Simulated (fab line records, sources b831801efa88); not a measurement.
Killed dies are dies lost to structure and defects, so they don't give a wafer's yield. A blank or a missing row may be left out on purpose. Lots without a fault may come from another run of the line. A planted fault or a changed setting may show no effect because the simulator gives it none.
One fault seen from 2 desks | flow sky130 | each desk has only its own numbers; what lay behind them comes last

THE METROLOGY DESK
What the gauges read, lot by lot, whatever tool the lot ran on: means of the sampled wafers that have a number. A lot is out of limits, marked OUT, if its mean lies more than 4 standard deviations from the usual mean; the brackets give that distance.
Columns: A = cd_nm at SKY_POLY_GATE_CD_MEAS_13, usual 149.9 nm
lot  | first seen here | A
L471 | day 16 13:23    | 147.3
L472 | day 16 15:59    | 151.3
L476 | day 18 11:08    | 149.2
L477 | day 18 13:56    | 150.5
L478 | day 19 22:44    | 149.7
L484 | day 21 22:28    | 149.2
L487 | day 22 14:24    | 151.0
L489 | day 23 02:41    | 150.5
L490 | day 23 16:46    | 148.8
L491 | day 23 18:43    | 152.3
L492 | day 24 02:28    | 148.9
L494 | day 24 19:05    | 151.5
This desk's finding: nothing out of limits on any of the 12 lots.

THE TOOL OWNER'S DESK: implanter-03
The tool's own readings at SKY_LDD_N_IMPLANT_09: means of the sampled wafers that have a number, for each lot that ran on this tool. A lot is out of limits, marked OUT, if its mean lies more than 4 standard deviations from the usual mean; the brackets give that distance.
Columns: A = beam_energy_keV at SKY_LDD_N_IMPLANT_09, usual 19.999; B = dose_ions_cm2 at SKY_LDD_N_IMPLANT_09, usual 7.5e+13; C = faraday_current_uA at SKY_LDD_N_IMPLANT_09, usual 419; D = rotation_deg at SKY_LDD_N_IMPLANT_09, usual 113.00 degrees
lot  | first seen here | A      | B                 | C   | D
L471 | day 18 01:05    | 19.999 | 7.5e+13           | 419 | 113.02
L478 | day 21 08:12    | 19.996 | 7.5e+13           | 424 | 112.99
L484 | day 23 07:15    | 20.001 | 6.8e+13 (-87) OUT | 387 | 113.02
L487 | day 23 21:56    | 20.003 | 6.8e+13 (-87) OUT | 385 | 113.01
L494 | day 26 02:49    | 19.995 | 7.5e+13           | 414 | 112.99
This desk's finding: out of limits on L484, L487; first on L484, day 23 07:15 (dose_ions_cm2 at SKY_LDD_N_IMPLANT_09). In limits: L471, L478, L494.

PUT TOGETHER
The tool owner's desk could have raised an alarm at day 23 07:15, on L484, L487.
The metrology desk saw nothing out of limits.
The metrology desk has L484, L487 on record, within its limits.
Of the lots named, all ran SKY_LDD_N_IMPLANT_09 on implanter-03.

WHAT THE SIMULATOR HAD PUT IN
Process parameter drift: implanter-03, from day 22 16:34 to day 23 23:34, at SKY_LDD_N_IMPLANT_09. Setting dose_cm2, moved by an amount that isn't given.
Lots struck among those shown: L484, L487.
Hours from the fault's start to each desk's first reading out of limits: the tool owner's desk, 15.
